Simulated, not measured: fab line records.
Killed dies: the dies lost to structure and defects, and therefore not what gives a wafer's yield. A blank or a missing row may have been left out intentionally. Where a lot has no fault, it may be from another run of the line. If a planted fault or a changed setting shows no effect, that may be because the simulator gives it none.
One fault through the eyes of 2 desks | flow sky130 | what lay behind the numbers comes last; until then each desk has only its own

== FOR THE TOOL OWNER'S DESK: plasmaAsher-01 ==
The tool's own readings at SKY_SD_N_STRIP_11 (strips in O2/N2): means of the sampled wafers that have a number, for each lot that ran on this tool. If a lot's mean is further than 4 standard deviations from the usual mean, the lot is out of limits and carries the mark OUT (the distance appears in the brackets).
Columns: A = drypumpMotorCurrentA at SKY_SD_N_STRIP_11, usual 6.0 A; B = o2FlowSccm at SKY_SD_N_STRIP_11, usual 3001 sccm; C = oesProductAu at SKY_SD_N_STRIP_11, usual 0.527 a.u.; D = stripTimeToEndpointS at SKY_SD_N_STRIP_11, usual 22.55 s
lot  | first seen here | A   | B              | C     | D
L339 | day 29 09:48    | 6.5 | 3013           | 0.533 | 22.51
L342 | day 30 15:30    | 6.5 | 2403 (-62) OUT | 0.526 | 22.95 (+11) OUT
L346 | day 31 10:51    | 6.5 | 2396 (-63) OUT | 0.521 | 22.91 (+9.6) OUT
L353 | day 34 13:11    | 6.5 | 2995           | 0.528 | 22.49
L358 | day 35 15:00    | 6.4 | 2999           | 0.525 | 22.54
L360 | day 36 05:18    | 6.4 | 3004           | 0.526 | 22.55
This desk's finding: out of limits on L342, L346; first on L342, day 30 15:30 (o2FlowSccm at SKY_SD_N_STRIP_11). Within limits: L339, L353, L358, L360.

== METROLOGY DESK ==
Means of the sampled wafers that have a number, per lot and without regard to the tool the lot ran on: this is what the gauges read. If a lot's mean is further than 4 standard deviations from the usual mean, the lot is out of limits and carries the mark OUT (the distance appears in the brackets).
Columns: A = METAL3_OVL at SKY_METAL3_OVL_MEAS_14, usual -3 nm; B = CAP2M_CVD_00_THK at SKY_CAP2M_THK_MEAS_01, usual 15.48 nm
lot  | first seen here | A   | B
L337 | day 39 16:55    | 4   | 15.74
L339 | day 39 23:01    | -10 | 15.76
L340 | day 40 08:58    | -1  | 15.51
L342 | day 41 01:24    | -9  | 15.60
L346 | day 41 19:46    | -1  | 15.42
L349 | day 42 17:09    | -1  | 15.74
L352 | day 43 20:32    | 2   | 15.58
L353 | day 44 13:40    | -8  | 15.20
L354 | day 44 14:37    | 4   | 15.26
L358 | day 45 10:37    | 4   | 15.34
L356 | day 45 13:01    | -3  | 15.70
L359 | day 45 17:26    | -3  | 15.49
L360 | day 45 22:49    | -1  | 15.27
This desk found nothing out of limits on any of the 13 lots.

== BROUGHT TOGETHER ==
At day 30 15:30, on L342, L346, the tool owner's desk was in a position to raise an alarm.
The metrology desk saw nothing out of limits.
The metrology desk holds a record of L342, L346, inside its limits.
Every lot named ran SKY_SD_N_STRIP_11 on plasmaAsher-01.

== WHAT THE SIMULATOR HAD INSERTED ==
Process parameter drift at SKY_SD_N_STRIP_11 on plasmaAsher-01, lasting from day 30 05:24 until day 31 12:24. Setting o2FlowSccm, moved by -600, from 3000. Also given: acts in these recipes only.
Lots struck among those shown: L342, L346.
Each desk's first reading out of limits, in hours after the fault started: the tool owner's desk, 10.
